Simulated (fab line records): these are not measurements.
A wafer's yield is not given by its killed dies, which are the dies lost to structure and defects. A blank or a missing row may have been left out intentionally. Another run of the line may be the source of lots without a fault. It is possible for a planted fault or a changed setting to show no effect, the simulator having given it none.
Comparing a struck lot with a sound one ; flow gf180mcu ; 14 out of 602 route steps
Sound: these wafers, L119.2, L119.3, L119.6. Struck: wafers L123.2, L123.3, L123.4. The cause is given at the end.
Per side, at each step with rows, come the tool, then ch with its chambers, and then its first start. Under that, the readings that differ: sound wafers ; struck wafers ; difference of the means ; sigmas: that difference in standard deviations of wafers without a fault.
alike: same words and numbers on both sides, and readings whose means sit less than 2 such deviations apart. not compared: any withheld reading, any reading some wafer has no value for, any bound like >300 that may hide the same value, and any number with overlapping values for which the record gives no deviation.
Wherever a step has rows on one side only, a row that says differs or no value, or a row with sigmas, the two part there. When numbers do not overlap yet have no deviation, they are printed without sigmas and do not part them. Lack of a reading on every wafer of one side parts them only where that side has two or more wafers.

first, 2 steps without rows for these wafers: GF_M5_CLEAN_13 (cleans in DIW); GF_V5_CVD_00 (deposits SiO2, target thk 300 nm, time 50 s).
GF_V5_THK_MEAS_01:
  sound on film metro-02 at day 26 17:53; struck on film metro-01 at day 28 02:14
  alike: V5_CVD_00_THK
GF_V5_CVD_02: deposits SiO2 from TEOS, target thk 1450 nm, time 163.28 s.
  sound on pecvd-02 ch 0,2, day 26 17:56; struck on pecvd-04 ch 1,2, day 28 02:17
  alike: heater power outer w, heater power w
GF_V5_THK_MEAS_03:
  sound on film metro-01 at day 26 18:04; struck on film metro-02 at day 28 02:25
  alike: V5_CVD_02_THK
GF_V5_CMP_04: polishes SiO2.
  sound on cmp-02 ch 0,1,2, day 26 18:07; struck on cmp-01 ch 0,1,2, day 28 03:32
  alike: motor current A
GF_V5_BOW_MEAS_05:
  sound on film metro-02 at day 26 18:26; struck on film metro-01 at day 28 03:51
  alike: V5_BOW
then, 5 steps without rows for these wafers: GF_V5_DEHYDRATE_06 (time 60 s); GF_V5_HMDS_07 (prime time 60 s); GF_V5_COAT_08; GF_V5_COAT_09 (resist thk 1000 nm); GF_V5_SOFTBAKE_10 (time 60 s).
GF_V5_EXPOSE_11: exposes mask Via5, target cd 260 nm.
  sound on krf scanner-02 ch 0, day 27 05:18; struck on krf scanner-01, day 28 13:18
  no value came back on the struck wafers for exposure dose mJ cm2, focus offset nm (nm); on the sound wafers exposure dose mJ cm2 reads 37.98 38.01 37.95
  alike: mask
then, 1 step without rows for these wafers: GF_V5_PEB_12 (peb time 90 s).

== WHERE THEY PART ==
At GF_V5_EXPOSE_11 and nowhere else, as far as this record goes.

WHY: what had been put in by the simulator
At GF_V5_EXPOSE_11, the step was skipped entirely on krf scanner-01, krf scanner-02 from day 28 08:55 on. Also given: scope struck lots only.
